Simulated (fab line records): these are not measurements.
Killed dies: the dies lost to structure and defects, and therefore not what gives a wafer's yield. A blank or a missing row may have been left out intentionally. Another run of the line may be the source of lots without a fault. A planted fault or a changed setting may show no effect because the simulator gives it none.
fab line records + flow sky130
record:
- lots: 10
- wafers: 30
- last-day: 50
route steps=708 shown SPACER@304 LI_CONTACT@383 LOCAL_INTERCONNECT@400 CONTACT@410
lots that met no fault: from a run of the same line without faults
start-h: start of the lot's first displayed wafer, in hours after the record's first day + wait-h: how many hours have passed since the lot's step before this one + " the same as in the row above + L1.1+2: a row that stands for several wafers + - value missing, or start not given + * or withheld: withheld + < > ~ a bound
route shown NAME@n: names a module that has steps shown in the file, with the first one's number in the route + usual: mean/standard deviation taken from wafers without a fault + same: alike in all rows + chamber/n: place in a boat + sites: the reading at each site + _std_site: the standard deviation of these + _edge_site: inner sites' mean taken away from outer sites' mean + radius-mm: for every site, how far away it sits from the centre of the wafer + mask NAME#n: copy n + behind: the most recent tool/chamber to have shaped the wafer + hold: why the lot went on hold/how many hours it stayed there/how the hold came to an end + device: which transistor (n, p or np) failed to switch + end of line: at the end of the route, the tests of the same wafers + step lacking rows: just its recipe + killed: count of dies lost to structure and defects at first sort (not the wafer's yield) + map: shows each die of a wafer: x if killed, . if not, _ if none is there
set.NAME: setting as actually run; set.NAME@STEP: the setting as run at that earlier step + model.NAME: the simulator's own value behind a step, which no gauge read
route steps across a sampled set of lots; one table per step, one row per wafer
services: from which hour (start-h, from the record's first day; less than 0 if before it) a tool's chamber was out of use, for how many hours, and why
== steps ==
step: SKY_SPACER_CVD_00
recipe:
- material: Si3N4
- precursor: DCS/NH3
- target-thk-nm: 43.1
- temp-c: 770
- time-s: 740
- pressure-mtorr: 250
usual:
- spike-tc-centre-C: 770.2/0.96
- zone-power-centre-pct: 14.2/1
- zone-power-lower-pct: 12.8/0.33
- zone-power-upper-pct: 12.7/0.58
| lot.wafer | tool     | chamber | start-h | wait-h | spike-tc-centre-C | zone-power-centre-pct | zone-power-lower-pct | zone-power-upper-pct |
|-----------|----------|---------|---------|--------|-------------------|-----------------------|----------------------|----------------------|
| L287.3    | lpcvd-02 | 0       | 532.85  | 0.0    | 769.8             | 15.3                  | 13.2                 | 13.2                 |
| L287.4    | "        | 0       | "       | "      | 769.8             | 15.5                  | 13.1                 | 13.1                 |
| L287.6    | "        | 0       | "       | "      | 769.1             | 15.1                  | 13.1                 | 13.2                 |
| L288.1    | lpcvd-02 | 0       | 556.16  | 0.0    | 768.6             | 15.4                  | 13.2                 | 13.4                 |
| L288.2    | "        | 0       | "       | "      | 771.4             | 15.1                  | 13.3                 | 13.3                 |
| L288.3    | "        | 0       | "       | "      | 770.4             | 15.0                  | 13.2                 | 13.3                 |
| L289.2    | lpcvd-02 | 0       | 568.29  | 1.8    | 770.2             | 14.9                  | 13.3                 | 13.0                 |
| L289.4    | "        | 0       | "       | "      | 769.7             | 15.3                  | 13.1                 | 13.2                 |
| L289.5    | "        | 0       | "       | "      | 770.6             | 15.1                  | 13.3                 | 13.3                 |
| L291.4    | lpcvd-02 | 1       | 572.98  | 0.0    | 770.5             | 13.4                  | 12.6                 | 12.2                 |
| L291.5    | "        | 1       | "       | "      | 771.9             | 13.0                  | 12.5                 | 12.2                 |
| L291.6    | "        | 1       | "       | "      | 772.1             | 13.2                  | 12.7                 | 12.1                 |
| L290.2    | lpcvd-02 | 0       | 577.85  | 0.4    | 768.6             | 15.1                  | 13.3                 | 13.1                 |
| L290.3    | "        | 0       | "       | "      | 771.3             | 15.2                  | 13.3                 | 13.2                 |
| L290.4    | "        | 0       | "       | "      | 770.4             | 15.3                  | 13.1                 | 13.3                 |
| L292.2    | lpcvd-02 | 0       | 586.05  | 0.0    | 770.2             | 15.1                  | 13.0                 | 13.1                 |
| L292.5    | "        | 0       | "       | "      | 768.6             | 15.2                  | 13.1                 | 13.2                 |
| L292.6    | "        | 0       | "       | "      | 770.0             | 15.2                  | 13.0                 | 13.3                 |
| L295.3    | lpcvd-02 | 1       | 608.00  | 0.0    | 770.9             | 13.2                  | 12.5                 | 12.1                 |
| L295.5    | "        | 1       | "       | "      | 769.9             | 13.1                  | 12.6                 | 12.1                 |
| L295.6    | "        | 1       | "       | "      | 770.1             | 13.1                  | 12.5                 | 12.1                 |
| L299.2    | lpcvd-02 | 1       | 642.83  | 0.0    | 783.3             | 17.1                  | 10.8                 | 10.2                 |
| L299.3    | "        | 1       | "       | "      | 786.0             | 16.8                  | 10.6                 | 10.0                 |
| L299.6    | "        | 1       | "       | "      | 784.3             | 16.8                  | 10.5                 | 10.3                 |
| L301.3    | lpcvd-02 | 1       | 655.57  | 1.1    | 785.4             | 16.9                  | 10.7                 | 10.2                 |
| L301.5    | "        | 1       | "       | "      | 785.6             | 17.2                  | 10.7                 | 10.2                 |
| L301.6    | "        | 1       | "       | "      | 786.3             | 17.0                  | 10.6                 | 10.3                 |
| L309.1    | lpcvd-02 | 1       | 718.76  | 0.0    | 771.4             | 13.4                  | 12.4                 | 12.2                 |
| L309.5    | "        | 1       | "       | "      | 770.5             | 13.2                  | 12.5                 | 12.3                 |
| L309.6    | "        | 1       | "       | "      | 768.6             | 13.4                  | 12.4                 | 12.2                 |
step: SKY_SPACER_THK_MEAS_01
recipe:
- reads: Si3N4_of_SPACER_CVD_00
usual:
- SPACER_CVD_00_THK: 42.8/0.4
| lot.wafer | tool          | chamber | start-h | wait-h | hold                     | SPACER_CVD_00_THK[nm] |
|-----------|---------------|---------|---------|--------|--------------------------|-----------------------|
| L287.3    | film-metro-02 | -       | 534.08  | 0.0    | -                        | 41.9                  |
| L287.4    | "             | -       | "       | "      | -                        | 42.3                  |
| L287.6    | "             | -       | "       | "      | -                        | 42.4                  |
| L288.1    | film-metro-02 | -       | 557.97  | 0.0    | -                        | 42.1                  |
| L288.2    | "             | -       | "       | "      | -                        | 42.2                  |
| L288.3    | "             | -       | "       | "      | -                        | 42.4                  |
| L289.2    | film-metro-04 | -       | 569.50  | 0.0    | -                        | 42.8                  |
| L289.4    | "             | -       | "       | "      | -                        | 43.2                  |
| L289.5    | "             | -       | "       | "      | -                        | 43.2                  |
| L291.4    | film-metro-04 | -       | 574.21  | 0.0    | -                        | 42.5                  |
| L291.5    | "             | -       | "       | "      | -                        | 42.6                  |
| L291.6    | "             | -       | "       | "      | -                        | 42.4                  |
| L290.2    | film-metro-01 | -       | 579.06  | 0.0    | -                        | 42.0                  |
| L290.3    | "             | -       | "       | "      | -                        | 42.2                  |
| L290.4    | "             | -       | "       | "      | -                        | 42.0                  |
| L292.2    | film-metro-04 | -       | 587.27  | 0.0    | -                        | 42.5                  |
| L292.5    | "             | -       | "       | "      | -                        | 43.0                  |
| L292.6    | "             | -       | "       | "      | -                        | 43.2                  |
| L295.3    | film-metro-04 | -       | 609.22  | 0.0    | -                        | 42.1                  |
| L295.5    | "             | -       | "       | "      | -                        | 42.1                  |
| L295.6    | "             | -       | "       | "      | -                        | 42.6                  |
| L299.2    | film-metro-01 | -       | 644.04  | 0.0    | await-dispo/0.2h/release | 48.5                  |
| L299.3    | "             | -       | "       | "      | await-dispo/0.2h/release | 48.9                  |
| L299.6    | "             | -       | "       | "      | await-dispo/0.2h/release | 48.2                  |
| L299.2    | film-metro-01 | -       | 644.27  | 0.2    | -                        | 48.5                  |
| L299.3    | "             | -       | "       | "      | -                        | 48.9                  |
| L299.6    | "             | -       | "       | "      | -                        | 48.2                  |
| L301.3    | film-metro-01 | -       | 656.79  | 0.0    | await-dispo/0.2h/release | 48.3                  |
| L301.5    | "             | -       | "       | "      | await-dispo/0.2h/release | 48.3                  |
| L301.6    | "             | -       | "       | "      | await-dispo/0.2h/release | 48.1                  |
| L301.3    | film-metro-01 | -       | 657.02  | 0.2    | -                        | 48.3                  |
| L301.5    | "             | -       | "       | "      | -                        | 48.3                  |
| L301.6    | "             | -       | "       | "      | -                        | 48.1                  |
| L309.1    | film-metro-01 | -       | 719.97  | 0.0    | -                        | 43.3                  |
| L309.5    | "             | -       | "       | "      | -                        | 43.4                  |
| L309.6    | "             | -       | "       | "      | -                        | 43.4                  |
step: SKY_SPACER_ETCHBACK_02
recipe:
- chemistry: CH3F/O2
- target: Si3N4
- stop-on: SiO2
- source-w: 400
- bias-w: 80
- pressure-mtorr: 25
- ch3f-flow-sccm: 40
- O2_flow_sccm: 30
- time-s: 46.7
- target-depth-a: 450
usual:
- O2_flow_sccm: 30.01/0.09
- drypump-motor-current-A: 5.7/0.48
- oes-product-au: 0.852/0.0064
- throttle-valve-pct: 10.561/0.0077
| lot.wafer | tool        | chamber | start-h | wait-h | hold                     | O2_flow_sccm | drypump-motor-current-A | oes-product-au | rf-hours-counter-h | throttle-valve-pct |
|-----------|-------------|---------|---------|--------|--------------------------|--------------|-------------------------|----------------|--------------------|--------------------|
| L287.3    | rie-diel-02 | 2       | 534.12  | 0.0    | -                        | 29.92        | 6.0                     | 0.846          | 23                 | 10.573             |
| L287.4    | "           | 3       | "       | "      | -                        | 29.82        | 5.0                     | 0.846          | 48                 | 10.562             |
| L287.6    | "           | 3       | "       | "      | -                        | 29.98        | 5.0                     | 0.858          | -                  | 10.570             |
| L288.1    | rie-diel-02 | 1       | 558.03  | 0.1    | -                        | 30.00        | 5.0                     | 0.846          | 28                 | 10.575             |
| L288.2    | "           | 2       | "       | "      | -                        | 30.05        | 6.0                     | 0.838          | 23                 | 10.552             |
| L288.3    | "           | 3       | "       | "      | -                        | 29.94        | 5.0                     | 0.847          | 48                 | 10.566             |
| L289.2    | rie-diel-03 | 0       | 569.55  | 0.0    | -                        | 30.01        | 6.2                     | 0.855          | 13                 | 10.568             |
| L289.4    | "           | 3       | "       | "      | -                        | 29.98        | 6.0                     | 0.853          | 13                 | 10.563             |
| L289.5    | "           | 1       | "       | "      | -                        | 29.86        | 5.6                     | 0.854          | -                  | 10.556             |
| L291.4    | rie-diel-02 | 3       | 574.24  | 0.0    | -                        | 30.00        | 5.0                     | 0.847          | 49                 | 10.558             |
| L291.5    | "           | 0       | "       | "      | -                        | 30.02        | 5.4                     | 0.848          | -                  | 10.559             |
| L291.6    | "           | 3       | "       | "      | -                        | 29.86        | 5.0                     | 0.849          | -                  | 10.572             |
| L290.2    | rie-diel-03 | 1       | 579.11  | 0.0    | -                        | 30.10        | 5.6                     | 0.845          | 10                 | 10.580             |
| L290.3    | "           | 3       | "       | "      | -                        | 29.92        | 6.0                     | 0.846          | 13                 | 10.552             |
| L290.4    | "           | 0       | "       | "      | -                        | 29.99        | 6.2                     | 0.852          | 13                 | 10.547             |
| L292.2    | rie-diel-01 | 1       | 587.32  | 0.0    | -                        | 30.21        | 6.1                     | 0.851          | 13                 | 10.559             |
| L292.5    | "           | 2       | "       | "      | -                        | 29.94        | 5.9                     | 0.852          | -                  | 10.570             |
| L292.6    | "           | 3       | "       | "      | -                        | 30.03        | 4.8                     | 0.852          | -                  | 10.557             |
| L295.3    | rie-diel-02 | 3       | 609.26  | 0.0    | -                        | 29.94        | 5.0                     | 0.846          | 49                 | 10.551             |
| L295.5    | "           | 0       | "       | "      | -                        | 29.98        | 5.4                     | 0.843          | -                  | 10.574             |
| L295.6    | "           | 1       | "       | "      | -                        | 30.00        | 4.9                     | 0.848          | -                  | 10.558             |
| L299.2    | rie-diel-01 | 0       | 646.50  | 2.2    | await-dispo/2.2h/release | 30.00        | 6.0                     | 0.915          | 1                  | 10.564             |
| L299.3    | "           | 3       | "       | "      | await-dispo/2.2h/release | 30.09        | 4.8                     | 0.927          | 13                 | 10.574             |
| L299.6    | "           | 1       | "       | "      | await-dispo/2.2h/release | 30.08        | 6.1                     | 0.915          | -                  | 10.568             |
| L301.3    | rie-diel-01 | 0       | 659.34  | 2.3    | await-dispo/2.3h/release | 29.98        | 6.0                     | 0.919          | 1                  | 10.562             |
| L301.5    | "           | 2       | "       | "      | await-dispo/2.3h/release | 29.90        | 5.9                     | 0.901          | -                  | 10.568             |
| L301.6    | "           | 1       | "       | "      | await-dispo/2.3h/release | 29.93        | 6.1                     | 0.918          | -                  | 10.556             |
| L309.1    | rie-diel-03 | 2       | 720.03  | 0.1    | -                        | 29.91        | 6.2                     | 0.854          | 21                 | 10.572             |
| L309.5    | "           | 1       | "       | "      | -                        | 30.11        | 5.6                     | 0.855          | -                  | 10.566             |
| L309.6    | "           | 0       | "       | "      | -                        | 30.04        | 6.2                     | 0.854          | -                  | 10.561             |
step: SKY_LI_CONTACT_CVD_21
recipe:
- material: W
- target-thk-nm: 400
- time-s: 120.56
- temp-c: 400
- pressure-torr: 40
usual:
- heater-power-w: 891/66
| lot.wafer | tool     | chamber | start-h | wait-h | heater-power-w |
|-----------|----------|---------|---------|--------|----------------|
| L287.3    | cvd-w-01 | 0       | 684.80  | 0.1    | 797            |
| L287.4    | "        | 1       | "       | "      | 939            |
| L287.6    | "        | 1       | "       | "      | 946            |
| L288.1    | cvd-w-01 | 0       | 706.10  | 0.0    | 772            |
| L288.2    | "        | 1       | "       | "      | 931            |
| L288.3    | "        | 1       | "       | "      | 920            |
| L289.2    | cvd-w-02 | 0       | 716.20  | 0.0    | 934            |
| L289.4    | "        | 1       | "       | "      | 904            |
| L289.5    | "        | 0       | "       | "      | 937            |
| L291.4    | cvd-w-02 | 1       | 720.33  | 0.0    | 906            |
| L291.5    | "        | 1       | "       | "      | 929            |
| L291.6    | "        | 0       | "       | "      | 929            |
| L290.2    | cvd-w-01 | 1       | 726.64  | 0.0    | 946            |
| L290.3    | "        | 0       | "       | "      | 815            |
| L290.4    | "        | 1       | "       | "      | 919            |
| L292.2    | cvd-w-01 | 1       | 733.21  | 0.0    | 921            |
| L292.5    | "        | 1       | "       | "      | 950            |
| L292.6    | "        | 0       | "       | "      | 796            |
| L295.3    | cvd-w-02 | 1       | 752.40  | 0.1    | 926            |
| L295.5    | "        | 0       | "       | "      | 936            |
| L295.6    | "        | 1       | "       | "      | 886            |
| L299.2    | cvd-w-02 | 0       | 785.20  | 0.0    | 963            |
| L299.3    | "        | 1       | "       | "      | 888            |
| L299.6    | "        | 0       | "       | "      | 927            |
| L301.3    | cvd-w-01 | 0       | 796.39  | 0.1    | 775            |
| L301.5    | "        | 1       | "       | "      | 939            |
| L301.6    | "        | 0       | "       | "      | 788            |
| L309.1    | cvd-w-01 | 1       | 854.80  | 0.0    | 935            |
| L309.5    | "        | 1       | "       | "      | 926            |
| L309.6    | "        | 0       | "       | "      | 797            |
step: SKY_LOCAL_INTERCONNECT_ETCH_13
recipe:
- chemistry: N2/H2
- target: BARC
- ion-energy-ev: 200
- bias-w: 100
- pressure-mtorr: 30
- n2-flow-sccm: 100
- h2-flow-sccm: 200
- icp-w: 500
- stop-on: SiO2
- time-s: 45.9
- target-depth-a: 600
usual:
- drypump-motor-current-A: 5.9/0.47
- oes-product-au: 0.855/0.005
- throttle-valve-pct: 13.224/0.0097
| lot.wafer | tool         | chamber | start-h | wait-h | drypump-motor-current-A | oes-product-au | rf-hours-counter-h | throttle-valve-pct |
|-----------|--------------|---------|---------|--------|-------------------------|----------------|--------------------|--------------------|
| L287.3    | rie-metal-04 | 1       | 713.94  | 0.0    | 5.8                     | 0.857          | -                  | 13.236             |
| L287.4    | "            | 0       | "       | "      | 6.0                     | 0.852          | -                  | 13.232             |
| L287.6    | "            | 1       | "       | "      | 5.8                     | 0.855          | -                  | 13.212             |
| L288.1    | rie-metal-03 | 1       | 734.46  | 0.0    | 5.1                     | 0.853          | 5                  | 13.221             |
| L288.2    | "            | 0       | "       | "      | 5.4                     | 0.855          | 9                  | 13.219             |
| L288.3    | "            | 0       | "       | "      | 5.4                     | 0.851          | -                  | 13.215             |
| L289.2    | rie-metal-04 | 1       | 743.91  | 0.0    | 5.8                     | 0.866          | 15                 | 13.211             |
| L289.4    | "            | 1       | "       | "      | 5.8                     | 0.866          | -                  | 13.231             |
| L289.5    | "            | 0       | "       | "      | 6.0                     | 0.863          | -                  | 13.231             |
| L291.4    | rie-metal-04 | 1       | 748.39  | 0.0    | 5.8                     | 0.851          | -                  | 13.223             |
| L291.5    | "            | 0       | "       | "      | 6.0                     | 0.849          | -                  | 13.230             |
| L291.6    | "            | 1       | "       | "      | 5.8                     | 0.856          | -                  | 13.231             |
| L290.2    | rie-metal-04 | 1       | 755.12  | 0.0    | 5.8                     | 0.852          | 15                 | 13.222             |
| L290.3    | "            | 1       | "       | "      | 5.8                     | 0.860          | -                  | 13.236             |
| L290.4    | "            | 0       | "       | "      | 6.0                     | 0.850          | -                  | 13.223             |
| L292.2    | rie-metal-04 | 1       | 760.57  | 0.0    | 5.8                     | 0.851          | 16                 | 13.214             |
| L292.5    | "            | 0       | "       | "      | 6.0                     | 0.857          | -                  | 13.214             |
| L292.6    | "            | 1       | "       | "      | 5.8                     | 0.849          | -                  | 13.215             |
| L295.3    | rie-metal-01 | 0       | 778.44  | 0.0    | 6.2                     | 0.863          | -                  | 13.204             |
| L295.5    | "            | 0       | "       | "      | 6.2                     | 0.854          | -                  | 13.230             |
| L295.6    | "            | 1       | "       | "      | 6.5                     | 0.847          | -                  | 13.227             |
| L299.2    | rie-metal-03 | 1       | 812.32  | 0.0    | 5.1                     | 0.850          | 8                  | 13.214             |
| L299.3    | "            | 1       | "       | "      | 5.1                     | 0.851          | -                  | 13.206             |
| L299.6    | "            | 0       | "       | "      | 5.4                     | 0.855          | -                  | 13.241             |
| L301.3    | rie-metal-03 | 1       | 823.38  | 0.0    | 5.1                     | 0.852          | -                  | 13.226             |
| L301.5    | "            | 0       | "       | "      | 5.4                     | 0.862          | -                  | 13.252             |
| L301.6    | "            | 1       | "       | "      | 5.1                     | 0.846          | -                  | 13.233             |
| L309.1    | rie-metal-01 | 0       | 881.52  | 0.0    | 6.2                     | 0.847          | 13                 | 13.223             |
| L309.5    | "            | 0       | "       | "      | 6.2                     | 0.853          | -                  | 13.231             |
| L309.6    | "            | 1       | "       | "      | 6.6                     | 0.852          | -                  | 13.220             |
step: SKY_CONTACT_CMP_04
recipe:
- material: SiO2
- down-force-psi: 4
- platen-rpm: 60
- pad-velocity-m-s: 0.94248
usual:
- motor-current-A: 11.6/1.1
- retaining-ring-pressure-frac: 1.000/0.0048
- time-to-endpoint-s: 81/4.6
| lot.wafer | tool   | chamber | start-h | wait-h | motor-current-A | retaining-ring-pressure-frac | time-to-endpoint-s |
|-----------|--------|---------|---------|--------|-----------------|------------------------------|--------------------|
| L287.3    | cmp-01 | 3       | 714.85  | 0.0    | 12.7            | 0.998                        | 82                 |
| L287.4    | "      | 1       | "       | "      | 10.1            | 1.002                        | 85                 |
| L287.6    | "      | 3       | "       | "      | 12.8            | 1.004                        | 87                 |
| L288.1    | cmp-02 | 0       | 735.44  | 0.1    | 11.8            | 1.004                        | 88                 |
| L288.2    | "      | 2       | "       | "      | 12.4            | 1.006                        | 82                 |
| L288.3    | "      | 3       | "       | "      | 11.7            | 1.005                        | 87                 |
| L289.2    | cmp-01 | 3       | 745.08  | 0.3    | 11.9            | 0.997                        | 82                 |
| L289.4    | "      | 0       | "       | "      | 9.8             | 0.995                        | 78                 |
| L289.5    | "      | 1       | "       | "      | 9.6             | 0.997                        | 82                 |
| L291.4    | cmp-02 | 0       | 749.45  | 0.1    | 12.0            | 0.999                        | 83                 |
| L291.6    | "      | 2       | "       | "      | 12.9            | 1.003                        | 78                 |
| L291.5    | "      | 3       | "       | "      | 12.3            | 0.997                        | 81                 |
| L290.2    | cmp-01 | 2       | 756.05  | 0.0    | 12.6            | 0.994                        | 80                 |
| L290.4    | "      | 3       | "       | "      | 12.5            | 1.005                        | 84                 |
| L290.3    | "      | 1       | "       | "      | 9.7             | 1.003                        | 81                 |
| L292.2    | cmp-01 | 3       | 761.63  | 0.1    | 11.7            | 1.006                        | 82                 |
| L292.5    | "      | 2       | "       | "      | 12.8            | 0.993                        | 82                 |
| L292.6    | "      | 3       | "       | "      | 12.3            | 1.002                        | 87                 |
| L295.3    | cmp-02 | 3       | 779.39  | 0.0    | 12.0            | 0.997                        | 84                 |
| L295.5    | "      | 3       | "       | "      | 11.9            | 0.999                        | 78                 |
| L295.6    | "      | 0       | "       | "      | 11.8            | 1.003                        | 83                 |
| L299.2    | cmp-02 | 0       | 813.31  | 0.1    | 11.5            | 1.000                        | 81                 |
| L299.3    | "      | 1       | "       | "      | 11.7            | 0.994                        | 78                 |
| L299.6    | "      | 0       | "       | "      | 11.5            | 1.003                        | 77                 |
| L301.3    | cmp-02 | 0       | 824.42  | 0.1    | 11.8            | 1.001                        | 74                 |
| L301.6    | "      | 2       | "       | "      | 11.8            | 0.997                        | 75                 |
| L301.5    | "      | 3       | "       | "      | 12.3            | 0.999                        | 73                 |
| L309.1    | cmp-02 | 1       | 882.62  | 0.2    | 11.1            | 0.998                        | 78                 |
| L309.5    | "      | 3       | "       | "      | 12.7            | 0.998                        | 77                 |
| L309.6    | "      | 0       | "       | "      | 11.7            | 1.002                        | 78                 |
== services ==
| tool         | chamber | start-h | hours | kind   |
|--------------|---------|---------|-------|--------|
| cmp-01       | -       | 513.38  | 0.7   | repair |
| cvd-w-01     | -       | 551.91  | 2.8   | pm     |
| cmp-01       | -       | 554.65  | 5.9   | pm     |
| rie-metal-04 | 1       | 563.77  | 5.5   | repair |
| cmp-01       | -       | 567.15  | 7.7   | repair |
| cmp-01       | -       | 574.89  | 4.0   | pm     |
| rie-diel-02  | -       | 581.14  | 1.1   | repair |
| cvd-w-01     | -       | 583.24  | 0.8   | repair |
| cmp-01       | -       | 587.84  | 1.9   | repair |
| cvd-w-02     | -       | 592.73  | 3.8   | pm     |
| cvd-w-01     | -       | 643.29  | 1.4   | repair |
| cmp-02       | -       | 644.29  | 0.5   | repair |
| cmp-02       | -       | 644.81  | 4.4   | pm     |
| cvd-w-02     | -       | 652.65  | 6.0   | pm     |
| cvd-w-02     | -       | 679.23  | 3.0   | repair |
| rie-diel-02  | 1       | 682.16  | 4.2   | repair |
| rie-diel-02  | 0       | 705.45  | 3.9   | repair |
| cvd-w-02     | 1       | 721.91  | 13.4  | repair |
| lpcvd-02     | -       | 741.81  | 2.8   | pm     |
| cmp-02       | -       | 744.00  | 4.0   | pm     |
| rie-metal-04 | -       | 773.59  | 2.8   | pm     |
| cmp-02       | -       | 777.18  | 0.8   | repair |
| lpcvd-02     | -       | 804.58  | 0.4   | repair |
| cmp-02       | -       | 815.35  | 4.6   | pm     |
== key ==
first-sign:
- step: SKY_SPACER_CVD_00
- reading: spike-tc-centre-C
- direction: up
- sigmas: 15
- usual: 770.2
- struck: 785.2
effect:
- step: SKY_SPACER_CVD_00
- reading: zone-power-lower-pct
- direction: down
- sigmas: 6.6
- usual: 12.8
- struck: 10.7
effect:
- step: SKY_SPACER_THK_MEAS_01
- reading: visit
- direction: added
effect:
- step: SKY_SPACER_THK_MEAS_01
- reading: SPACER_CVD_00_THK
- direction: up
- sigmas: 14
- usual: 42.8
- struck: 48.4
effect:
- step: SKY_SPACER_ETCHBACK_02
- reading: oes-product-au
- direction: up
- sigmas: 9.9
- usual: 0.852
- struck: 0.916
met-at SKY_SPACER_CVD_00
struck-lots L299,L301
struck-wafers L299.2,L299.3,L299.6,L301.3,L301.5,L301.6
tester-left-out L299,L301
not-acting-at SKY_LI_CONTACT_CVD_21,SKY_LOCAL_INTERCONNECT_ETCH_13,SKY_CONTACT_CMP_04
onset-between 608.00 642.83
fault:
- kind: process-parameter-drift
- tool: lpcvd-02
- chamber: 1
- onset-h: 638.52
- steps: SKY_SPACER_CVD_00
- channel: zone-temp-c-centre
- offset: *
- shape: step
- end-h: 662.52
tester-left-out: of these lots the tester's yield and bins aren't shown, on N5 and GAA mostly nor the transistor test; their killed dies are dies lost to structure and defects alone, not to doping, threshold or leakage, so they don't give the yield
